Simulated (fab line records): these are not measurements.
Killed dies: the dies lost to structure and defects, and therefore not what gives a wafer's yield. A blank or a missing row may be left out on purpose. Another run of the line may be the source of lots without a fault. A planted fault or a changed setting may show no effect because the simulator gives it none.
fab line records -- flow gf180mcu
[record] lots = 14, wafers = 42, last_day = 34
route steps=602 shown DUAL_GATE@143 M2@364
lots that met no fault: from a run of the same line without faults
start_h: hours from the record's opening day to when the first of the lot's shown wafers began -- wait_h: hours since the lot's step before -- " repeats the value in the row above -- L1.1+2: a row that stands for several wafers -- - value missing, or start not given -- * or withheld: withheld -- < > ~ a bound
route shown NAME@n: a module of which the file shows steps, and the number in the route of the first -- usual: mean/standard deviation taken from wafers without a fault -- same: alike in all rows -- chamber/n: place in a boat -- sites: the reading at each site -- _std_site: the values' standard deviation -- _edge_site: outer sites' mean less inner sites' -- radius_mm: how far each site lies from the wafer's centre -- mask NAME#n: copy n -- behind: the most recent tool/chamber to have shaped the wafer -- hold: the reason the lot was held/the length of the hold in hours/how it ended -- device: names the non-switching transistor (n, p or np) -- end of line: at the end of the route, the tests of the same wafers -- a step with no rows: only its recipe -- killed: at the first sort, the dies lost to defects and structure; wafer yield is something else -- map: the dies of a wafer, with x for killed, . for not killed, _ for no die there
set.NAME: the setting as run; set.NAME@STEP: as run at that earlier step -- model.NAME: the simulator's own value behind a step, which no gauge read
route steps across a sampled set of lots; one table per step, one row per wafer
services: the hour from which a tool's chamber was out of use, counted from the record's first day as start_h (under 0 if before that day), plus the number of hours and why
[[steps]]
[step GF_DUAL_GATE_OXIDATION_02]
[recipe] temp_c = 900, ambient = O2, stabilise_s = 600, purge_s = 300, target_thk_a = 108.87, ox_time_s = 1602
[usual] ox_temp_c = 899.9/0.42, ox_temp_c_max = 906.5/2.3, zone_power_upper_pct = 18.0/0.99
lot.wafer,tool,chamber,start_h,wait_h,ox_temp_c,ox_temp_c_max,zone_power_upper_pct
L596.2,furnace-01,0,160.19,0.3,900.6,910.6,17.2
L596.4,furnace-01,0,160.19,0.3,899.8,906.3,16.9
L596.5,furnace-01,0,160.19,0.3,899.3,909.9,17.3
L597.3,furnace-02,0,166.58,0.0,900.1,904.3,19.4
L597.4,furnace-02,0,166.58,0.0,900.4,905.2,19.5
L597.5,furnace-02,0,166.58,0.0,899.9,903.3,19.3
L598.2,furnace-02,0,170.03,0.0,900.3,904.6,19.0
L598.4,furnace-02,0,170.03,0.0,899.7,906.0,19.2
L598.6,furnace-02,0,170.03,0.0,899.7,905.0,19.3
L599.1,furnace-02,0,183.63,0.0,900.3,905.4,19.8
L599.4,furnace-02,0,183.63,0.0,900.3,905.4,19.5
L599.6,furnace-02,0,183.63,0.0,899.9,904.6,19.2
L600.1,furnace-01,0,185.41,0.9,899.8,907.1,17.5
L600.3,furnace-01,0,185.41,0.9,899.9,907.2,17.2
L600.6,furnace-01,0,185.41,0.9,900.3,909.7,17.0
L603.1,furnace-01,0,208.43,4.3,900.8,907.5,17.0
L603.3,furnace-01,0,208.43,4.3,900.0,907.8,17.3
L603.4,furnace-01,0,208.43,4.3,899.7,906.3,17.1
L610.1,furnace-01,-,251.43,1.1,-,-,-
L610.2,furnace-01,-,251.43,1.1,-,-,-
L610.6,furnace-01,-,251.43,1.1,-,-,-
L611.1,furnace-02,-,255.68,0.0,-,-,-
L611.2,furnace-02,-,255.68,0.0,-,-,-
L611.6,furnace-02,-,255.68,0.0,-,-,-
L614.3,furnace-01,0,278.46,0.2,900.1,908.2,17.3
L614.5,furnace-01,0,278.46,0.2,899.7,907.8,17.5
L614.6,furnace-01,0,278.46,0.2,900.5,906.4,17.1
L615.3,furnace-01,0,282.73,0.0,899.8,907.0,17.1
L615.5,furnace-01,0,282.73,0.0,900.0,907.6,17.2
L615.6,furnace-01,0,282.73,0.0,899.5,908.6,17.4
L616.1,furnace-02,0,288.94,0.0,899.8,904.3,19.1
L616.2,furnace-02,0,288.94,0.0,899.8,903.9,19.4
L616.5,furnace-02,0,288.94,0.0,899.9,903.7,19.1
L617.3,furnace-02,0,295.73,0.4,899.6,903.3,19.2
L617.4,furnace-02,0,295.73,0.4,899.9,904.1,19.2
L617.5,furnace-02,0,295.73,0.4,899.6,903.8,19.4
L618.1,furnace-01,0,302.39,0.4,899.9,907.6,17.1
L618.2,furnace-01,0,302.39,0.4,899.8,907.2,17.3
L618.4,furnace-01,0,302.39,0.4,900.0,907.1,17.2
L619.1,furnace-01,0,312.44,0.5,899.6,906.7,17.3
L619.2,furnace-01,0,312.44,0.5,900.3,908.1,17.6
L619.4,furnace-01,0,312.44,0.5,899.6,908.4,17.4
[step GF_M2_SPUTTER_02]
[recipe] material = AlCu, target_thk_nm = 450, power_w = 10600, time_s = 23.9, chamber_pressure_pa = 0.4
[usual] throttle_valve_pct = 29.6/0.95
[same] time_s = 23.9
lot.wafer,tool,chamber,start_h,wait_h,throttle_valve_pct
L596.2,pvd_sputter-03,-,414.56,0.0,28.7
L596.4,pvd_sputter-03,-,414.56,0.0,30.2
L596.5,pvd_sputter-03,-,414.56,0.0,28.8
L597.3,pvd_sputter-03,-,432.04,0.0,29.2
L597.4,pvd_sputter-03,-,432.04,0.0,30.4
L597.5,pvd_sputter-03,-,432.04,0.0,28.6
L598.2,pvd_sputter-01,-,432.87,0.0,31.9
L598.4,pvd_sputter-01,-,432.87,0.0,30.5
L598.6,pvd_sputter-01,-,432.87,0.0,28.7
L600.1,pvd_sputter-02,-,452.11,0.0,29.8
L600.3,pvd_sputter-02,-,452.11,0.0,29.8
L600.6,pvd_sputter-02,-,452.11,0.0,29.8
L599.1,pvd_sputter-03,-,454.81,0.0,29.8
L599.4,pvd_sputter-03,-,454.81,0.0,28.8
L599.6,pvd_sputter-03,-,454.81,0.0,29.8
L603.1,pvd_sputter-03,-,486.77,0.0,28.6
L603.3,pvd_sputter-03,-,486.77,0.0,29.0
L603.4,pvd_sputter-03,-,486.77,0.0,30.2
L614.3,pvd_sputter-02,-,565.12,0.0,29.1
L614.5,pvd_sputter-02,-,565.12,0.0,29.6
L614.6,pvd_sputter-02,-,565.12,0.0,29.8
L615.3,pvd_sputter-01,-,569.71,0.0,28.6
L615.5,pvd_sputter-01,-,569.71,0.0,32.1
L615.6,pvd_sputter-01,-,569.71,0.0,28.6
L616.1,pvd_sputter-02,-,578.16,0.0,28.2
L616.2,pvd_sputter-02,-,578.16,0.0,29.6
L616.5,pvd_sputter-02,-,578.16,0.0,29.1
L617.3,pvd_sputter-02,-,585.40,0.0,29.6
L617.4,pvd_sputter-02,-,585.40,0.0,28.9
L617.5,pvd_sputter-02,-,585.40,0.0,29.0
L618.1,pvd_sputter-03,-,592.87,0.0,29.3
L618.2,pvd_sputter-03,-,592.87,0.0,30.2
L618.4,pvd_sputter-03,-,592.87,0.0,30.2
L619.1,pvd_sputter-03,-,604.94,0.0,30.3
L619.2,pvd_sputter-03,-,604.94,0.0,30.1
L619.4,pvd_sputter-03,-,604.94,0.0,29.4
[step GF_M2_RS_MEAS_05]
[recipe] thk_meas_gauge = four-point-probe, reads = TiN_of_M2_SPUTTER_04+Ti_of_M2_SPUTTER_03+AlCu_of_M2_SPUTTER_02+TiN_of_M2_SPUTTER_01+Ti_of_M2_SPUTTER_00
[usual] M2_ALCU_RS = 0.0695/0.0011
lot.wafer,tool,chamber,start_h,wait_h,M2_ALCU_RS[ohm/sq]
L596.2,film_metro-04,-,414.67,0.0,0.0693
L596.4,film_metro-04,-,414.67,0.0,0.0689
L596.5,film_metro-04,-,414.67,0.0,0.0693
L597.3,film_metro-03,-,432.17,0.1,0.0687
L597.4,film_metro-03,-,432.17,0.1,0.0702
L597.5,film_metro-03,-,432.17,0.1,0.0702
L598.2,film_metro-04,-,432.98,0.0,0.0709
L598.4,film_metro-04,-,432.98,0.0,0.0701
L598.6,film_metro-04,-,432.98,0.0,0.0687
L600.1,film_metro-03,-,452.20,0.0,0.0685
L600.3,film_metro-03,-,452.20,0.0,0.0694
L600.6,film_metro-03,-,452.20,0.0,0.0691
L599.1,film_metro-03,-,454.90,0.0,0.0696
L599.4,film_metro-03,-,454.90,0.0,0.0698
L599.6,film_metro-03,-,454.90,0.0,0.0692
L603.1,film_metro-02,-,486.86,0.0,0.0712
L603.3,film_metro-02,-,486.86,0.0,0.0696
L603.4,film_metro-02,-,486.86,0.0,0.0721
L614.3,film_metro-04,-,565.25,0.1,0.0707
L614.5,film_metro-04,-,565.25,0.1,0.0695
L614.6,film_metro-04,-,565.25,0.1,0.0691
L615.3,film_metro-03,-,569.84,0.1,0.0688
L615.5,film_metro-03,-,569.84,0.1,0.0694
L615.6,film_metro-03,-,569.84,0.1,0.0689
L616.1,film_metro-03,-,578.25,0.0,0.0678
L616.2,film_metro-03,-,578.25,0.0,0.0691
L616.5,film_metro-03,-,578.25,0.0,0.0701
L617.3,film_metro-02,-,585.53,0.1,0.0685
L617.4,film_metro-02,-,585.53,0.1,0.0702
L617.5,film_metro-02,-,585.53,0.1,0.0696
L618.1,film_metro-02,-,592.96,0.0,0.0688
L618.2,film_metro-02,-,592.96,0.0,0.0718
L618.4,film_metro-02,-,592.96,0.0,0.0715
L619.1,film_metro-04,-,605.03,0.0,0.0702
L619.2,film_metro-04,-,605.03,0.0,0.0711
L619.4,film_metro-04,-,605.03,0.0,0.0683
[step GF_M2_STRIP_17]
[recipe] chemistry = O2/N2, power_w = 1400, pressure_mtorr = 1500, platen_temp_c = 250, o2_flow_sccm = 3000, n2_flow_sccm = 300, overash_fraction = 0.5
[usual] drypump_motor_current_A = 5.5/0.43, heater_power_w = 346/48, oes_product_au = 0.559/0.0052, platen_temp_c = 250.01/0.16, strip_time_to_endpoint_s = 7.88/0.053
lot.wafer,tool,chamber,start_h,wait_h,drypump_motor_current_A,heater_power_w,oes_product_au,platen_temp_c,rf_hours_counter_h,strip_time_to_endpoint_s
L596.2,plasma_asher-03,1,438.94,0.1,5.3,333,0.561,249.71,31,7.87
L596.4,plasma_asher-03,1,438.94,0.1,5.3,325,0.561,249.93,-,7.92
L596.5,plasma_asher-03,0,438.94,0.1,5.0,434,0.553,250.26,-,7.83
L597.3,plasma_asher-01,1,456.52,0.1,6.1,284,0.565,250.10,-,7.89
L597.4,plasma_asher-01,0,456.52,0.1,5.9,331,0.570,249.71,-,7.90
L597.5,plasma_asher-01,0,456.52,0.1,5.9,333,0.555,250.01,-,7.89
L598.2,plasma_asher-01,0,457.98,0.1,5.9,334,0.558,250.19,3,7.91
L598.4,plasma_asher-01,0,457.98,0.1,5.9,337,0.559,249.95,-,7.85
L598.6,plasma_asher-01,0,457.98,0.1,5.9,329,0.560,250.09,-,7.85
L600.1,plasma_asher-01,1,476.49,0.2,6.1,291,0.562,250.01,5,7.93
L600.3,plasma_asher-01,1,476.49,0.2,6.1,297,0.554,250.14,-,7.95
L600.6,plasma_asher-01,0,476.49,0.2,5.9,336,0.567,250.32,-,7.94
L599.1,plasma_asher-04,0,479.34,0.1,5.5,388,0.570,250.07,69,7.95
L599.4,plasma_asher-04,1,479.34,0.1,4.9,334,0.554,249.88,-,7.93
L599.6,plasma_asher-04,0,479.34,0.1,5.5,387,0.561,249.87,-,7.95
L603.1,plasma_asher-04,0,510.48,0.1,5.5,385,0.560,250.21,72,7.93
L603.3,plasma_asher-04,0,510.48,0.1,5.5,397,0.562,250.10,-,7.88
L603.4,plasma_asher-04,1,510.48,0.1,4.9,326,0.567,250.07,-,7.97
L614.3,plasma_asher-03,0,587.83,0.1,5.0,432,0.556,249.91,-,7.78
L614.5,plasma_asher-03,0,587.83,0.1,5.0,438,0.552,250.08,-,7.84
L614.6,plasma_asher-03,1,587.83,0.1,5.4,332,0.551,249.88,-,7.80
L615.3,plasma_asher-01,0,591.06,0.1,5.9,335,0.562,249.72,-,7.89
L615.5,plasma_asher-01,0,591.06,0.1,5.9,337,0.557,250.06,-,7.85
L615.6,plasma_asher-01,1,591.06,0.1,6.1,292,0.550,249.94,-,7.88
L616.1,plasma_asher-01,1,599.93,0.1,6.0,293,0.550,249.90,18,7.83
L616.2,plasma_asher-01,0,599.93,0.1,5.9,337,0.560,249.94,18,7.92
L616.5,plasma_asher-01,1,599.93,0.1,6.0,294,0.552,249.94,-,7.97
L617.3,plasma_asher-03,0,607.25,0.2,5.0,430,0.561,250.12,-,7.79
L617.4,plasma_asher-03,1,607.25,0.2,5.4,326,0.560,249.75,-,7.84
L617.5,plasma_asher-03,0,607.25,0.2,5.0,427,0.558,250.00,-,7.84
L618.1,plasma_asher-01,1,613.43,0.1,6.1,291,0.559,250.04,20,7.87
L618.2,plasma_asher-01,0,613.43,0.1,5.9,332,0.559,249.91,20,7.88
L618.4,plasma_asher-01,0,613.43,0.1,5.9,339,0.563,250.08,-,7.88
L619.1,plasma_asher-04,1,625.97,0.2,4.9,333,0.554,250.17,84,7.79
L619.2,plasma_asher-04,0,625.97,0.2,5.5,399,0.549,249.85,84,7.81
L619.4,plasma_asher-04,1,625.97,0.2,4.9,334,0.546,249.87,-,7.83
[[services]]
tool,chamber,start_h,hours,kind
furnace-02,-,147.07,3.9,pm
plasma_asher-01,-,153.74,2.8,pm
furnace-01,-,191.59,9.1,repair
furnace-01,-,200.67,3.7,pm
pvd_sputter-03,-,271.83,13.1,repair
plasma_asher-01,-,294.66,1.0,repair
plasma_asher-01,-,302.50,28.1,pm
furnace-02,-,314.79,3.2,pm
furnace-02,-,317.94,2.9,pm
furnace-01,-,353.08,2.6,pm
furnace-02,-,362.46,3.9,pm
plasma_asher-01,-,364.35,3.7,repair
furnace-01,-,366.51,2.9,pm
furnace-02,-,382.71,26.9,repair
pvd_sputter-02,-,387.94,2.5,repair
pvd_sputter-02,-,397.58,47.5,repair
pvd_sputter-03,-,405.63,6.2,repair
furnace-01,-,412.08,4.2,pm
plasma_asher-01,-,421.25,9.0,pm
plasma_asher-01,-,425.45,2.8,repair
furnace-02,-,482.79,2.9,pm
furnace-02,-,526.00,16.6,repair
furnace-01,-,543.14,3.0,pm
pvd_sputter-02,-,557.11,2.1,repair
[[key]]
[first_sign] step = GF_DUAL_GATE_OXIDATION_02, reading = tool_record, direction = missing
effect none on later readings
met_at GF_DUAL_GATE_OXIDATION_02
struck_lots L610,L611
later_rows_left_out L610.1,L610.2,L610.6,L611.1,L611.2,L611.6
sort_left_out L610.1,L610.2,L610.6,L611.1,L611.2,L611.6
tester_left_out L610,L611
not_acting_at GF_M2_SPUTTER_02,GF_M2_RS_MEAS_05,GF_M2_STRIP_17
onset_between 208.43 251.43
[fault] kind = skipped_step_whole, tool = furnace-01,furnace-02, chamber = -, onset_h = 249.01, steps = GF_DUAL_GATE_OXIDATION_02, scope = struck_lots_only
// tester_left_out: of these lots the tester's yield and bins aren't shown, on N5 and GAA mostly nor the transistor test; their killed dies are dies lost to structure and defects alone, not to doping, threshold or leakage, so they don't give the yield
// sort_left_out: the simulated sort isn't trusted on such a fault, so these wafers' sort isn't shown, and their yield isn't known
// later_rows_left_out: the simulator's readings of these wafers behind a module that went badly wrong aren't trusted and aren't shown, but for the sort
